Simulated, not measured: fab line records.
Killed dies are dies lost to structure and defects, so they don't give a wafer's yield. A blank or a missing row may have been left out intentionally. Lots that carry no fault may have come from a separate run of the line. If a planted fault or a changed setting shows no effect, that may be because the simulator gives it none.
Shared-tool check :: flow sky130 :: Sample size 12 lots and 36 wafers

THE REASON FOR OPENING IT
SKY_VT_ADJUST_HVTR_TW_MEAS_11, reading VT_ADJUST_HVTR_TW: flagged on 3 of 12 lots. Wafers without a fault read 210.1, standard deviation 1.4.
Rule: a lot gets a flag if all its wafers with a number sit over 4 standard deviations from that mean, or if no wafer of it has a number. The rest of the lots are taken to be sound.

lot: L555
measured: day 10 18:07
on: film metro-01
VT_ADJUST_HVTR_TW, wafer by wafer: 210.6 210.3 209.3
flag: 

lot: L556
measured: day 11 02:55
on: film metro-02
VT_ADJUST_HVTR_TW, wafer by wafer: 212.2 211.4 212.0
flag: 

lot: L560
measured: day 12 16:28
on: film metro-04
VT_ADJUST_HVTR_TW, wafer by wafer: 222.2 221.0 221.2
flag: FLAGGED

lot: L559
measured: day 12 17:25
on: film metro-04
VT_ADJUST_HVTR_TW, wafer by wafer: 222.2 223.5 221.3
flag: FLAGGED

lot: L561
measured: day 12 17:34
on: film metro-01
VT_ADJUST_HVTR_TW, wafer by wafer: 210.4 209.4 210.1
flag: 

lot: L562
measured: day 13 05:44
on: film metro-02
VT_ADJUST_HVTR_TW, wafer by wafer: 224.5 223.3 225.0
flag: FLAGGED

lot: L565
measured: day 13 23:48
on: film metro-02
VT_ADJUST_HVTR_TW, wafer by wafer: 212.6 212.3 211.7
flag: 

lot: L567
measured: day 14 15:01
on: film metro-04
VT_ADJUST_HVTR_TW, wafer by wafer: 207.3 208.3 207.2
flag: 

lot: L568
measured: day 15 03:49
on: film metro-01
VT_ADJUST_HVTR_TW, wafer by wafer: 210.0 210.0 209.3
flag: 

lot: L570
measured: day 15 11:44
on: film metro-01
VT_ADJUST_HVTR_TW, wafer by wafer: 210.1 210.3 209.8
flag: 

lot: L572
measured: day 16 03:31
on: film metro-01
VT_ADJUST_HVTR_TW, wafer by wafer: 208.8 209.4 208.6
flag: 

lot: L573
measured: day 16 13:35
on: film metro-04
VT_ADJUST_HVTR_TW, wafer by wafer: 209.1 209.8 209.1
flag: 
On average the flagged lots' numbers are 222.7, which is +12.6 against the usual, or +9 standard deviations.

TOOL THAT RAN EACH LOT
The record holds 1 process step before the reading, out of a route of 708 steps. In each cell: the tool, then ch and the chambers that the sampled wafers went through, then the start.
lot: L555
flag: 
SKY_VT_ADJUST_HVTR_IMPLANT_09: implanter-04 ch 0, day 10 17:52

lot: L556
flag: 
SKY_VT_ADJUST_HVTR_IMPLANT_09: implanter-03 ch 0, day 11 02:40

lot: L560
flag: FLAGGED
SKY_VT_ADJUST_HVTR_IMPLANT_09: implanter-03 ch 0, day 12 16:14

lot: L559
flag: FLAGGED
SKY_VT_ADJUST_HVTR_IMPLANT_09: implanter-03 ch 0, day 12 17:10

lot: L561
flag: 
SKY_VT_ADJUST_HVTR_IMPLANT_09: implanter-01 ch 0, day 12 17:19

lot: L562
flag: FLAGGED
SKY_VT_ADJUST_HVTR_IMPLANT_09: implanter-03 ch 0, day 13 05:29

lot: L565
flag: 
SKY_VT_ADJUST_HVTR_IMPLANT_09: implanter-04 ch 0, day 13 23:35

lot: L567
flag: 
SKY_VT_ADJUST_HVTR_IMPLANT_09: implanter-04 ch 0, day 14 14:46

lot: L568
flag: 
SKY_VT_ADJUST_HVTR_IMPLANT_09: implanter-04 ch 0, day 15 03:35

lot: L570
flag: 
SKY_VT_ADJUST_HVTR_IMPLANT_09: implanter-03 ch 0, day 15 11:31

lot: L572
flag: 
SKY_VT_ADJUST_HVTR_IMPLANT_09: implanter-04 ch 0, day 16 03:16

lot: L573
flag: 
SKY_VT_ADJUST_HVTR_IMPLANT_09: implanter-03 ch 0, day 16 13:20
These steps, and what they do:
- SKY_VT_ADJUST_HVTR_IMPLANT_09
- SKY_VT_ADJUST_HVTR_TW_MEAS_11

FLAGGED AGAINST TOTAL, ONE TOOL AT A TIME (gauges that did the reading follow at the end)
step: SKY_VT_ADJUST_HVTR_IMPLANT_09
tool: implanter-01
lots run: 1
flagged: 0
share of the flagged lots: none
sound lots run after its first flagged lot: -

step: SKY_VT_ADJUST_HVTR_IMPLANT_09
tool: implanter-03
lots run: 6
flagged: 3
share of the flagged lots: all
sound lots run after its first flagged lot: 2 (L570,L573)

step: SKY_VT_ADJUST_HVTR_IMPLANT_09
tool: implanter-04
lots run: 5
flagged: 0
share of the flagged lots: none
sound lots run after its first flagged lot: -

step: SKY_VT_ADJUST_HVTR_TW_MEAS_11
tool: film metro-01
lots run: 5
flagged: 0
share of the flagged lots: none
sound lots run after its first flagged lot: -

step: SKY_VT_ADJUST_HVTR_TW_MEAS_11
tool: film metro-02
lots run: 3
flagged: 1
share of the flagged lots: some
sound lots run after its first flagged lot: 1 (L565)

step: SKY_VT_ADJUST_HVTR_TW_MEAS_11
tool: film metro-04
lots run: 4
flagged: 2
share of the flagged lots: some
sound lots run after its first flagged lot: 2 (L567,L573)

THE TABLE: WHAT IT ALLOWS
All flagged lots share 1 row of the table, namely implanter-03 at SKY_VT_ADJUST_HVTR_IMPLANT_09.
- implanter-03 at SKY_VT_ADJUST_HVTR_IMPLANT_09 ran 6 lots, 3 of them flagged. Lots that were sound ran on it after the first flagged one (L570, L573); a persistent fault on the entire tool would not allow that. Its own readings (beam on s, end station pressure torr, faraday current uA) fall more than 4 standard deviations out on all wafers of the flagged lots.
Not one row of the table ran every flagged lot while running no sound lot after the first.

WHAT HAD BEEN PUT IN BY THE SIMULATOR
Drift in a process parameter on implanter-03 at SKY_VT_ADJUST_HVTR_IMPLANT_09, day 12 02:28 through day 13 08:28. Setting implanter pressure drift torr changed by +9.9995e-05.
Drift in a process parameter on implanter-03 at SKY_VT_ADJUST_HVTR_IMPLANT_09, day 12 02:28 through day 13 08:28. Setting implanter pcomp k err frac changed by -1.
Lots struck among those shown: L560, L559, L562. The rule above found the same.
